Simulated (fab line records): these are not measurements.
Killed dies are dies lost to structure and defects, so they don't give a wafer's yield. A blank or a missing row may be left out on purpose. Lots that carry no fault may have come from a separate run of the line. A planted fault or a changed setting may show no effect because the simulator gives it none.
Code-filled problem report in 8D (eight disciplines) form -- flow gf180mcu -- the parts of the form that need people (team, actions taken, sign-off) are left out

== 1. PROBLEM STATEMENT ==
Wafers free of any fault read 1166.4 ohm/sq (standard deviation 2.7) for MVPSD_RS at GF_VT_IMPLANT_RS_MEAS_49, against a mean of 1184.9 ohm/sq on 6 wafers of 2 lots. Measured from the usual mean, that is +6.9 standard deviations.
The step: measures by four-point-probe.
The first sign was on wafer L263.2 at day 10 18:53, on filmMetro-02. The record holds 42 wafers of 14 lots with a number at this step. Rule for "out", or "out of limits": more than 4 standard deviations from the usual mean. Any other wafer with a number is counted as sound.

== 2. WHAT IT IS AND WHAT IT IS NOT ==
question,is,is not
which readings at this step,MVPSD_RS,-
which lots,"L263, L264","L253, L254, L257, L258, L262, L267, L268, L270, L271, L272, L274, L276"
which wafers of those lots,all that have a number,-
read on which gauges,"filmMetro-01, filmMetro-02",filmMetro-03
when,from day 10 18:53,"up to then (15 sound wafers); but 21 sound wafers of L267, L268, L270, L271, L272, L274, L276 came after"

== 3. WHAT RULES OUT EACH SUSPECT ==
Counting: a tool at any process step up to the reading remains a suspect when it ran all the lots that are out and ran no sound lot after the first of those.
- the gauge at GF_VT_IMPLANT_RS_MEAS_49 has been ruled out. 2 gauges (filmMetro-01, filmMetro-02) read the wafers that are out.
- implanter-03 at GF_MVPSD_IMPLANT_09: kept. It ran every lot that is out, first L263 (day 7 20:38), and no sound lot after that. On those wafers its own readings are out: doseIonsCm2.
The count leaves implanter-03 at GF_MVPSD_IMPLANT_09.

== 4. THE CAUSE (what the simulator had put in) ==
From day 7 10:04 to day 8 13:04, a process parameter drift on implanter-03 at GF_MVPSD_IMPLANT_09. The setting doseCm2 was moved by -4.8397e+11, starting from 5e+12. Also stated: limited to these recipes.
This tool alone remained once counting was done.

== 5. THE EFFECT CHAIN, in route order ==
Each row: a reading whose mean over the struck wafers that have a number lies more than 3 standard deviations from the usual. Only readings for which the record gives a usual standard deviation are gone through. hours: the time from each lot's start at the first step in this table that gives one to its start at this step, as a median over the lots. sigmas: the change in usual standard deviations.
hours,step,reading,usual,on struck wafers,change,sigmas
0,GF_MVPSD_IMPLANT_09,doseIonsCm2,5e+12,5e+12,-5e+11,-96
0,GF_MVPSD_IMPLANT_09,faradayCurrentUA,28.2,25.7,-2.5,-4.5
71,GF_VT_IMPLANT_RS_MEAS_49,MVPSD_RS,1166.4 ohm/sq,1184.9,+18.5,+6.9
It contains these process steps:
- GF_MVPSD_IMPLANT_09
Later steps that measure or inspect, where all struck wafers having a row at the step show a number for every such reading and not one has moved that far: GF_HV_LDD_TW_MEAS_50, GF_HV_LDD_RS_MEAS_53.

== 6. WHAT WOULD HAVE CAUGHT IT SOONER ==
In this record the first reading out of limits at a measuring or inspecting step was taken at day 10 18:53, 81 hours after the fault began at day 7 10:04.
Tool's own readings at GF_MVPSD_IMPLANT_09, doseIonsCm2: out on all struck wafers the step has rows for; an alarm limit on them would have tripped on the first.
By day 10 18:53 the whole set of lots that are out, 2 in number, had already begun GF_MVPSD_IMPLANT_09 on implanter-03. Tool hold at that time: it would have spared none of them.
